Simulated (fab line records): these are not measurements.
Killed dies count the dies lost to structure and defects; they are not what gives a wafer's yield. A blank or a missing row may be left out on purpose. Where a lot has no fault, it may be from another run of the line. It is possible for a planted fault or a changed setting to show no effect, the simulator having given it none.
fab line records	flow sky130
[record] lots = 14	wafers = 42	last-day = 51
route steps=708 shown METAL2@501 CAPM@539
lots that met no fault: from a run of the same line without faults
start-h: hours from the record's first day to the start of the lot's first wafer shown	wait-h: time in hours since the lot's previous step	" the same as in the row above	L1.1+2: several wafers, shown together as one row	- either no value or no given start	* or withheld: withheld	< > ~ a bound
route shown NAME@n: NAME is a module with steps in the file, n the number in the route of the first one	usual: average and standard deviation across the fault-free wafers	same: alike in all rows	chamber/n: place in a boat	sites: per-site readings	_std_site: how widely they spread, as a standard deviation	_edge_site: the outer-site mean with the inner-site mean subtracted	radius-mm: how far each site lies from the wafer's centre	mask NAME#n: copy n	behind: the tool/chamber that last shaped the wafer	hold: reason for holding the lot/hours on hold/outcome of the hold	device: whichever transistor did not switch (one of n, p or np)	end of line: tests run on the same wafers once the route is complete	a step with no rows: only its recipe	killed: not the wafer's yield, but the dies lost to structure and defects at the first sort	map: the dies of a wafer, with x for killed, . for not killed, _ for no die there
set.NAME: the setting that was run; set.NAME@STEP: the one run at that earlier step	model.NAME: the simulator's own value behind a step, which no gauge read
one table for each step of the route and one row for each wafer, over a sample of lots
services: a tool's chamber out of use, with start hour (start-h, from the record's first day; less than 0 if before it), hours out, and reason
[[steps]]
[step SKY_METAL2_ETCH_18]
[recipe] chemistry = N2/H2	target = BARC	ion-energy-ev = 200	bias-w = 100	pressure-mtorr = 30	n2-flow-sccm = 100	h2-flow-sccm = 200	icp-w = 500	stop-on = SiO2	time-s = 45.9	target-depth-a = 600
[usual] drypump-motor-current-A = 5.6/0.41	n2-flow-sccm = 100.02/0.29	oes-product-au = 0.853/0.0051	throttle-valve-pct = 13.225/0.0092
lot.wafer	tool	chamber	start-h	wait-h	drypump-motor-current-A	n2-flow-sccm	oes-product-au	rf-hours-counter-h	throttle-valve-pct
L849.1	rie-metal-01	1	849.90	0.0	5.9	99.95	0.858	8	13.200
L849.4	"	1	"	"	5.9	99.93	0.853	-	13.222
L849.5	"	0	"	"	5.3	99.84	0.855	-	13.218
L850.1	rie-metal-02	0	853.28	0.0	6.2	100.12	0.847	9	13.220
L850.4	"	0	"	"	6.2	100.32	0.855	-	13.219
L850.6	"	1	"	"	5.8	100.09	0.861	-	13.247
L851.1	rie-metal-03	1	862.96	0.0	5.1	100.48	0.852	15	13.232
L851.5	"	0	"	"	5.1	99.95	0.853	-	13.211
L851.6	"	1	"	"	5.1	99.80	0.865	-	13.226
L852.1	rie-metal-01	0	863.73	0.0	5.3	100.20	0.849	11	13.239
L852.2	"	1	"	"	5.9	100.33	0.856	8	13.234
L852.3	"	1	"	"	5.9	99.59	0.856	-	13.217
L853.1	rie-metal-02	1	882.15	0.0	5.8	99.39	0.857	10	13.213
L853.2	"	0	"	"	6.3	100.50	0.856	10	13.202
L853.6	"	0	"	"	6.3	100.64	0.852	-	13.216
L856.1	rie-metal-03	0	896.79	0.1	5.2	100.68	0.856	9	13.222
L856.3	"	0	"	"	5.2	100.29	0.854	-	13.230
L856.4	"	0	"	"	5.2	100.10	0.854	-	13.228
L857.2	rie-metal-02	1	901.30	0.0	5.8	99.69	0.857	11	13.233
L857.4	"	0	"	"	6.3	99.92	0.851	-	13.226
L857.6	"	0	"	"	6.2	100.32	0.859	-	13.239
L858.2	rie-metal-02	1	909.18	0.0	5.8	100.29	0.847	11	13.218
L858.3	"	1	"	"	5.8	100.36	0.852	-	13.219
L858.6	"	0	"	"	6.2	100.08	0.850	-	13.235
L860.2	rie-metal-02	1	922.38	0.0	5.8	100.35	0.849	12	13.208
L860.3	"	0	"	"	6.3	99.99	0.851	-	13.224
L860.4	"	1	"	"	5.8	100.15	0.860	-	13.229
L864.2	rie-metal-02	1	971.26	0.0	5.8	100.22	0.847	15	13.225
L864.3	"	1	"	"	5.8	99.60	0.856	-	13.226
L864.6	"	0	"	"	6.2	99.79	0.858	-	13.226
L865.1	rie-metal-03	1	971.93	0.0	5.1	100.05	0.857	2	13.219
L865.2	"	0	"	"	5.2	99.59	0.863	12	13.218
L865.3	"	1	"	"	5.1	100.11	0.852	-	13.231
L869.1	rie-metal-01	1	993.20	0.0	5.9	100.26	0.847	15	13.230
L869.2	"	0	"	"	5.4	100.15	0.855	18	13.221
L869.5	"	0	"	"	5.3	99.44	0.852	-	13.224
L870.4	rie-metal-02	1	999.83	0.0	5.8	99.75	0.854	-	13.221
L870.5	"	0	"	"	6.3	99.79	0.864	-	13.224
L870.6	"	1	"	"	5.8	99.98	0.857	-	13.222
L871.1	rie-metal-01	0	1006.18	0.0	5.4	100.12	0.863	19	13.220
L871.4	"	1	"	"	5.9	100.56	0.855	-	13.233
L871.6	"	1	"	"	5.9	100.32	0.849	-	13.225
[step SKY_METAL2_METAL_ETCH_19]
[recipe] target-depth-a = 3600	stop-on = SiO2	over-etch-frac = 0.3	time-s = 78	chemistry = Cl2/BCl3	resist-sidewall-deg = 88	pressure-mtorr = 10	icp-w = 900	bias-w = 48.5	Cl2_flow_sccm = 60	bcl3-flow-sccm = 30
[usual] drypump-motor-current-A = 5.6/0.41	oes-product-au = 0.851/0.0066	throttle-valve-pct = 22.264/0.0086
lot.wafer	tool	chamber	start-h	wait-h	drypump-motor-current-A	oes-product-au	rf-hours-counter-h	throttle-valve-pct
L849.1	rie-metal-01	1	849.96	0.0	5.9	0.847	8	22.260
L849.4	"	1	"	"	5.9	0.857	-	22.267
L849.5	"	0	"	"	5.3	0.854	-	22.253
L850.1	rie-metal-02	0	853.34	0.0	6.2	0.850	9	22.272
L850.4	"	0	"	"	6.2	0.856	-	22.259
L850.6	"	1	"	"	5.8	0.855	-	22.273
L851.1	rie-metal-03	1	863.03	0.0	5.1	0.850	15	22.274
L851.5	"	0	"	"	5.2	0.847	-	22.264
L851.6	"	1	"	"	5.1	0.848	-	22.272
L852.1	rie-metal-01	0	863.79	0.0	5.3	0.854	11	22.261
L852.2	"	1	"	"	5.9	0.857	8	22.267
L852.3	"	1	"	"	5.9	0.851	-	22.255
L853.1	rie-metal-02	1	882.21	0.0	5.8	0.840	10	22.259
L853.2	"	0	"	"	6.2	0.848	10	22.272
L853.6	"	0	"	"	6.2	0.841	-	22.255
L856.1	rie-metal-03	0	896.92	0.1	5.2	0.861	9	22.258
L856.3	"	0	"	"	5.2	0.861	-	22.264
L856.4	"	0	"	"	5.2	0.865	-	22.276
L857.2	rie-metal-02	1	901.36	0.0	5.8	0.855	11	22.265
L857.4	"	0	"	"	6.3	0.843	-	22.275
L857.6	"	0	"	"	6.2	0.847	-	22.268
L858.2	rie-metal-02	1	909.24	0.0	5.8	0.850	11	22.253
L858.3	"	1	"	"	5.8	0.849	-	22.270
L858.6	"	0	"	"	6.2	0.859	-	22.254
L860.2	rie-metal-02	1	922.44	0.0	5.8	0.838	12	22.264
L860.3	"	0	"	"	6.2	0.845	-	22.266
L860.4	"	1	"	"	5.8	0.844	-	22.258
L864.2	rie-metal-02	1	971.33	0.0	5.8	0.846	15	22.266
L864.3	"	1	"	"	5.8	0.848	-	22.263
L864.6	"	0	"	"	6.2	0.849	-	22.264
L865.1	rie-metal-03	1	971.99	0.0	5.1	0.858	2	22.264
L865.2	"	0	"	"	5.2	0.844	12	22.257
L865.3	"	1	"	"	5.1	0.862	-	22.262
L869.1	rie-metal-01	1	993.26	0.0	5.9	0.843	15	22.274
L869.2	"	0	"	"	5.3	0.844	18	22.274
L869.5	"	0	"	"	5.3	0.839	-	22.253
L870.4	rie-metal-02	1	999.91	0.1	5.8	0.854	-	22.267
L870.5	"	0	"	"	6.2	0.852	-	22.270
L870.6	"	1	"	"	5.8	0.860	-	22.274
L871.1	rie-metal-01	0	1006.24	0.0	5.3	0.864	19	22.279
L871.4	"	1	"	"	5.9	0.848	-	22.257
L871.6	"	1	"	"	5.9	0.859	-	22.250
[step SKY_CAPM_SPUTTER_02]
[recipe] material = TiN	target-thk-nm = 200	temp-c = 300	power-w = 6500	time-s = 166.7	chamber-pressure-pa = 0.4
[usual] cathode-dc-power-W = 6500.0/1.1	chamber-pressure-pa = 0.4001/0.0008	throttle-valve-pct = 29.7/1.1
lot.wafer	tool	chamber	start-h	wait-h	cathode-dc-power-W	chamber-pressure-pa	throttle-valve-pct
L849.1	pvd-sputter-04	-	878.99	0.1	6500.7	0.4010	29.7
L849.4	"	-	"	"	6500.7	0.4006	28.8
L849.5	"	-	"	"	6502.9	0.3999	28.6
L850.1	pvd-sputter-03	-	882.09	0.1	6501.8	0.4005	27.7
L850.4	"	-	"	"	6501.7	0.4013	28.6
L850.6	"	-	"	"	6499.2	0.3998	28.7
L851.1	pvd-sputter-04	-	891.82	0.1	6499.8	0.4003	29.8
L851.5	"	-	"	"	6499.2	0.4004	31.5
L851.6	"	-	"	"	6500.7	0.4000	28.7
L852.1	pvd-sputter-02	-	892.14	0.1	6501.4	0.4006	30.4
L852.2	"	-	"	"	6501.0	0.4000	29.4
L852.3	"	-	"	"	6498.8	0.3994	29.6
L853.1	pvd-sputter-04	-	910.66	0.1	6499.4	0.3996	30.4
L853.2	"	-	"	"	6499.3	0.3996	28.4
L853.6	"	-	"	"	6500.6	0.3989	28.9
L856.1	pvd-sputter-03	-	926.37	0.1	6499.1	0.4004	29.8
L856.3	"	-	"	"	6498.3	0.4002	28.5
L856.4	"	-	"	"	6501.1	0.4011	31.1
L857.2	pvd-sputter-04	-	930.26	0.0	6500.7	0.4001	29.9
L857.4	"	-	"	"	6499.6	0.3991	30.4
L857.6	"	-	"	"	6500.6	0.4004	31.2
L858.2	pvd-sputter-04	-	937.64	0.0	6499.0	0.4002	28.9
L858.3	"	-	"	"	6500.8	0.4008	30.4
L858.6	"	-	"	"	6498.8	0.4019	29.6
L860.2	pvd-sputter-02	-	951.31	0.0	6500.4	0.3994	29.5
L860.3	"	-	"	"	6499.9	0.4002	30.4
L860.4	"	-	"	"	6498.3	0.3996	29.3
L864.2	pvd-sputter-04	-	998.24	0.0	-	-	-
L864.3	"	-	"	"	-	-	-
L864.6	"	-	"	"	-	-	-
L865.1	pvd-sputter-04	-	999.79	0.1	-	-	-
L865.2	"	-	"	"	-	-	-
L865.3	"	-	"	"	-	-	-
L869.1	pvd-sputter-02	-	1020.21	0.1	6499.0	0.4000	29.4
L869.2	"	-	"	"	6500.5	0.3999	29.5
L869.5	"	-	"	"	6498.4	0.3994	29.3
L870.4	pvd-sputter-03	-	1026.86	0.1	6500.6	0.3984	28.4
L870.5	"	-	"	"	6501.2	0.3993	27.6
L870.6	"	-	"	"	6500.3	0.4016	31.3
L871.1	pvd-sputter-03	-	1032.49	0.1	6498.6	0.3994	28.3
L871.4	"	-	"	"	6501.8	0.4004	27.6
L871.6	"	-	"	"	6499.0	0.4009	31.0
[step SKY_CAPM_RS_MEAS_03]
[recipe] thk-meas-gauge = four-point-probe	reads = TiN_of_CAPM_SPUTTER_02
[usual] CAPM_TIN_RS = 6.91/0.079
lot.wafer	tool	chamber	start-h	wait-h	CAPM_TIN_RS[ohm/sq]
L849.1	film-metro-04	-	879.10	0.1	6.86
L849.4	"	-	"	"	6.85
L849.5	"	-	"	"	6.93
L850.1	film-metro-01	-	882.20	0.1	6.93
L850.4	"	-	"	"	6.97
L850.6	"	-	"	"	6.94
L851.1	film-metro-01	-	891.93	0.1	6.88
L851.5	"	-	"	"	6.93
L851.6	"	-	"	"	6.91
L852.1	film-metro-04	-	892.25	0.1	7.03
L852.2	"	-	"	"	7.09
L852.3	"	-	"	"	7.00
L853.1	film-metro-03	-	910.76	0.1	6.81
L853.2	"	-	"	"	6.91
L853.6	"	-	"	"	6.94
L856.1	film-metro-03	-	926.48	0.1	6.86
L856.3	"	-	"	"	6.93
L856.4	"	-	"	"	6.87
L857.2	film-metro-01	-	930.39	0.1	6.81
L857.4	"	-	"	"	6.73
L857.6	"	-	"	"	6.91
L858.2	film-metro-01	-	937.76	0.1	6.97
L858.3	"	-	"	"	6.79
L858.6	"	-	"	"	6.85
L860.2	film-metro-04	-	951.44	0.1	6.92
L860.3	"	-	"	"	7.03
L860.4	"	-	"	"	7.01
L864.2	film-metro-01	-	998.37	0.1	-
L864.3	"	-	"	"	-
L864.6	"	-	"	"	-
L865.1	film-metro-04	-	999.90	0.1	-
L865.2	"	-	"	"	-
L865.3	"	-	"	"	-
L869.1	film-metro-04	-	1020.32	0.1	6.98
L869.2	"	-	"	"	6.89
L869.5	"	-	"	"	7.01
L870.4	film-metro-01	-	1026.98	0.1	6.99
L870.5	"	-	"	"	6.86
L870.6	"	-	"	"	6.88
L871.1	film-metro-03	-	1032.60	0.1	7.02
L871.4	"	-	"	"	6.88
L871.6	"	-	"	"	6.93
[step SKY_CAPM_THK_MEAS_04]
[recipe] thk-meas-gauge = xrf	reads = TiN_of_CAPM_SPUTTER_02
[usual] CAPM_TIN_THK = 201.1/2.4
lot.wafer	tool	chamber	start-h	wait-h	CAPM_TIN_THK[nm]
L849.1	film-metro-04	-	879.22	0.1	205.3
L849.4	"	-	"	"	205.6
L849.5	"	-	"	"	203.2
L850.1	film-metro-01	-	882.32	0.1	201.2
L850.4	"	-	"	"	200.1
L850.6	"	-	"	"	200.7
L851.1	film-metro-01	-	892.05	0.1	199.7
L851.5	"	-	"	"	199.2
L851.6	"	-	"	"	199.1
L852.1	film-metro-04	-	892.37	0.1	199.7
L852.2	"	-	"	"	197.9
L852.3	"	-	"	"	200.0
L853.1	film-metro-03	-	910.88	0.1	202.2
L853.2	"	-	"	"	199.4
L853.6	"	-	"	"	199.8
L856.1	film-metro-03	-	926.60	0.1	202.0
L856.3	"	-	"	"	199.8
L856.4	"	-	"	"	200.7
L857.2	film-metro-01	-	930.50	0.1	202.7
L857.4	"	-	"	"	204.8
L857.6	"	-	"	"	199.1
L858.2	film-metro-01	-	937.87	0.1	197.7
L858.3	"	-	"	"	203.1
L858.6	"	-	"	"	202.0
L860.2	film-metro-04	-	951.55	0.1	202.7
L860.3	"	-	"	"	199.4
L860.4	"	-	"	"	200.5
L864.2	film-metro-01	-	998.48	0.1	<0.0
L864.3	"	-	"	"	<0.0
L864.6	"	-	"	"	<0.0
L865.1	film-metro-04	-	1000.02	0.1	<0.0
L865.2	"	-	"	"	<0.0
L865.3	"	-	"	"	<0.0
L869.1	film-metro-04	-	1020.44	0.1	201.7
L869.2	"	-	"	"	203.5
L869.5	"	-	"	"	200.8
L870.4	film-metro-01	-	1027.07	0.1	198.6
L870.5	"	-	"	"	201.3
L870.6	"	-	"	"	201.0
L871.1	film-metro-03	-	1032.72	0.1	198.0
L871.4	"	-	"	"	201.2
L871.6	"	-	"	"	199.5
[step SKY_CAPM_METAL_ETCH_13]
[recipe] target-depth-nm = 220	stop-on = SiO2	chemistry = Cl2/BCl3	target = TiN	pressure-mtorr = 10	icp-w = 900	bias-w = 48.5	Cl2_flow_sccm = 60	bcl3-flow-sccm = 30	time-s = 62.9
[usual] drypump-motor-current-A = 5.5/0.53	oes-product-au = 0.941/0.0074	throttle-valve-pct = 21.902/0.01
lot.wafer	tool	chamber	start-h	wait-h	drypump-motor-current-A	oes-product-au	rf-hours-counter-h	throttle-valve-pct
L849.1	rie-metal-01	0	904.85	0.0	5.3	0.944	13	21.890
L849.4	"	0	"	"	5.3	0.946	-	21.910
L849.5	"	0	"	"	5.3	0.940	-	21.897
L850.1	rie-metal-03	0	907.88	0.0	5.1	0.946	10	21.901
L850.4	"	1	"	"	5.1	0.934	-	21.895
L850.6	"	0	"	"	5.2	0.941	-	21.890
L851.1	rie-metal-01	1	918.00	0.0	5.9	0.953	11	21.913
L851.5	"	0	"	"	5.4	0.941	-	21.914
L851.6	"	1	"	"	5.9	0.937	-	21.917
L852.1	rie-metal-03	1	918.04	0.0	5.1	0.925	1	21.922
L852.2	"	0	"	"	5.1	0.930	10	21.896
L852.3	"	1	"	"	5.1	0.935	-	21.919
L853.1	rie-metal-03	1	935.63	0.0	5.1	0.943	1	21.907
L853.2	"	0	"	"	5.2	0.945	10	21.897
L853.6	"	0	"	"	5.2	0.941	-	21.901
L856.1	rie-metal-04	0	951.85	0.0	6.2	0.936	10	21.898
L856.3	"	1	"	"	6.8	0.938	-	21.901
L856.4	"	0	"	"	6.2	0.943	-	21.902
L857.2	rie-metal-01	0	954.55	0.0	5.3	0.948	16	21.906
L857.4	"	0	"	"	5.3	0.955	-	21.903
L857.6	"	1	"	"	5.9	0.944	-	21.894
L858.2	rie-metal-03	1	963.00	0.0	5.1	0.928	2	21.905
L858.3	"	0	"	"	5.2	0.952	-	21.879
L858.6	"	1	"	"	5.1	0.941	-	21.895
L860.2	rie-metal-03	0	976.30	0.0	5.2	0.940	12	21.892
L860.3	"	0	"	"	5.1	0.936	-	21.904
L860.4	"	1	"	"	5.1	0.945	-	21.906
L864.2	rie-metal-04	0	1021.93	0.0	6.2	0.378	13	22.254
L864.3	"	0	"	"	6.2	0.380	-	22.256
L864.6	"	1	"	"	6.8	0.377	-	22.253
L865.1	rie-metal-01	0	1023.13	0.0	5.3	0.375	19	22.258
L865.2	"	1	"	"	5.9	0.378	16	22.269
L865.3	"	1	"	"	5.9	0.380	-	22.268
L869.1	rie-metal-01	0	1043.10	0.0	5.3	0.934	21	21.910
L869.2	"	1	"	"	5.9	0.946	18	21.887
L869.5	"	0	"	"	5.4	0.930	-	21.902
L870.4	rie-metal-03	0	1050.00	0.0	5.2	0.935	-	21.905
L870.5	"	0	"	"	5.1	0.941	-	21.890
L870.6	"	1	"	"	5.1	0.946	-	21.889
L871.1	rie-metal-03	0	1056.03	0.0	5.2	0.936	17	21.915
L871.4	"	0	"	"	5.1	0.942	-	21.908
L871.6	"	0	"	"	5.1	0.944	-	21.915
[step SKY_CAPM_STRIP_14]
[recipe] chemistry = O2/N2	power-w = 1400	pressure-mtorr = 1500	platen-temp-c = withheld	o2-flow-sccm = 3000	n2-flow-sccm = 300	overash-fraction = 0.5
[usual] drypump-motor-current-A = 6.0/0.48	n2-flow-sccm = 299.9/0.89	oes-product-au = 0.710/0.0045	strip-time-to-endpoint-s = 12.68/0.053
lot.wafer	tool	chamber	start-h	wait-h	drypump-motor-current-A	n2-flow-sccm	oes-product-au	rf-hours-counter-h	strip-time-to-endpoint-s
L849.1	plasma-asher-01	1	904.93	0.1	6.5	300.0	0.712	81	12.74
L849.4	"	0	"	"	6.5	300.6	0.714	-	12.72
L849.5	"	0	"	"	6.4	301.9	0.714	-	12.73
L850.1	plasma-asher-01	1	907.95	0.1	6.5	300.0	0.710	81	12.59
L850.4	"	1	"	"	6.5	299.9	0.706	-	12.55
L850.6	"	1	"	"	6.4	299.9	0.701	-	12.66
L851.1	plasma-asher-03	0	918.08	0.1	5.3	300.9	0.707	102	12.63
L851.5	"	0	"	"	5.4	301.0	0.714	-	12.68
L851.6	"	1	"	"	6.4	300.0	0.702	-	12.67
L852.1	plasma-asher-04	1	918.11	0.1	5.6	299.1	0.718	18	12.73
L852.2	"	0	"	"	5.5	300.9	0.709	18	12.69
L852.3	"	1	"	"	5.6	299.8	0.710	-	12.72
L853.1	plasma-asher-01	1	935.70	0.1	6.5	299.9	0.715	84	12.65
L853.2	"	0	"	"	6.4	298.7	0.699	84	12.68
L853.6	"	0	"	"	6.4	299.1	0.711	-	12.65
L856.1	plasma-asher-04	1	951.93	0.1	5.6	299.9	0.711	21	12.58
L856.3	"	1	"	"	5.6	298.8	0.710	-	12.63
L856.4	"	0	"	"	5.6	299.1	0.713	-	12.61
L857.2	plasma-asher-03	0	954.63	0.1	5.4	300.2	0.708	106	12.74
L857.4	"	0	"	"	5.3	300.8	0.707	-	12.80
L857.6	"	1	"	"	6.4	300.3	0.706	-	12.66
L858.2	plasma-asher-03	1	963.08	0.1	6.4	298.0	0.708	107	12.60
L858.3	"	1	"	"	6.4	299.1	0.708	-	12.60
L858.6	"	1	"	"	6.4	298.2	0.714	-	12.60
L860.2	plasma-asher-03	1	976.38	0.1	6.4	300.9	0.709	109	12.75
L860.3	"	0	"	"	5.3	299.2	0.717	-	12.71
L860.4	"	1	"	"	6.4	299.3	0.713	-	12.70
L864.2	plasma-asher-03	0	1022.01	0.1	5.4	298.7	0.711	113	12.65
L864.3	"	0	"	"	5.3	300.7	0.716	-	12.68
L864.6	"	1	"	"	6.4	300.1	0.706	-	12.67
L865.1	plasma-asher-04	1	1023.21	0.1	5.6	299.3	0.704	28	12.76
L865.2	"	0	"	"	5.5	299.9	0.711	28	12.71
L865.3	"	0	"	"	5.5	300.1	0.710	-	12.73
L869.1	plasma-asher-03	1	1043.18	0.1	6.4	300.7	0.718	115	12.81
L869.2	"	0	"	"	5.3	297.9	0.712	115	12.74
L869.5	"	0	"	"	5.3	298.8	0.701	-	12.78
L870.4	plasma-asher-04	1	1050.09	0.1	5.6	297.3	0.709	-	12.61
L870.5	"	0	"	"	5.5	300.5	0.712	-	12.64
L870.6	"	1	"	"	5.6	299.1	0.710	-	12.62
L871.1	plasma-asher-04	0	1056.11	0.1	5.6	300.8	0.702	31	12.70
L871.4	"	0	"	"	5.5	299.2	0.706	-	12.70
L871.6	"	0	"	"	5.5	300.3	0.701	-	12.72
[[services]]
tool	chamber	start-h	hours	kind
pvd-sputter-04	3	832.59	-	consumable-replace:kit
pvd-sputter-04	3	832.59	18.0	scheduled-down
pvd-sputter-04	3	832.59	18.0	vent-cycle
rie-metal-04	0	858.65	24.5	repair
rie-metal-03	1	881.62	-	clean
rie-metal-03	1	881.62	17.6	scheduled-down
rie-metal-03	1	881.62	17.6	vent-cycle
plasma-asher-03	-	882.40	28.1	pm
pvd-sputter-04	-	887.49	4.1	repair
plasma-asher-04	-	887.83	0.8	repair
rie-metal-02	-	895.60	1.4	pm
plasma-asher-04	-	910.53	2.4	repair
plasma-asher-03	-	932.99	3.8	repair
rie-metal-02	0	937.71	21.2	repair
rie-metal-04	-	939.14	4.5	repair
plasma-asher-01	-	947.69	1.3	repair
pvd-sputter-02	-	979.68	1.3	repair
rie-metal-02	0	982.23	2.6	repair
rie-metal-04	-	1013.43	2.8	pm
pvd-sputter-03	1	1021.13	-	consumable-replace:kit
pvd-sputter-04	-	1031.10	4.0	repair
plasma-asher-03	-	1055.25	9.0	pm
plasma-asher-03	0	1055.25	9.0	vent-cycle
plasma-asher-03	1	1055.25	9.0	vent-cycle
[[key]]
[first-sign] step = SKY_CAPM_SPUTTER_02	reading = tool-record	direction = missing
[effect] step = SKY_CAPM_RS_MEAS_03	reading = CAPM_TIN_RS	direction = missing
[effect] step = SKY_CAPM_THK_MEAS_04	reading = CAPM_TIN_THK	direction = down	sigmas = 84	usual = 201.1	struck = <0.0
[effect] step = SKY_CAPM_METAL_ETCH_13	reading = oes-product-au	direction = down	sigmas = 76	usual = 0.941	struck = 0.378
met-at SKY_CAPM_SPUTTER_02
struck-lots L864,L865
later-rows-left-out L864.2,L864.3,L864.6,L865.1,L865.2,L865.3
sort-left-out L864.2,L864.3,L864.6,L865.1,L865.2,L865.3
not-acting-at SKY_METAL2_ETCH_18,SKY_METAL2_METAL_ETCH_19,SKY_CAPM_STRIP_14
onset-between 937.64 998.24
[fault] kind = skipped-step-whole	tool = pvd-sputter-04	chamber = -	onset-h = 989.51	steps = SKY_CAPM_SPUTTER_02	scope = struck-lots-only
// sort-left-out: the simulated sort isn't trusted on such a fault, so these wafers' sort isn't shown, and their yield isn't known
// later-rows-left-out: the simulator's readings of these wafers behind a module that went badly wrong aren't trusted and aren't shown, but for the sort
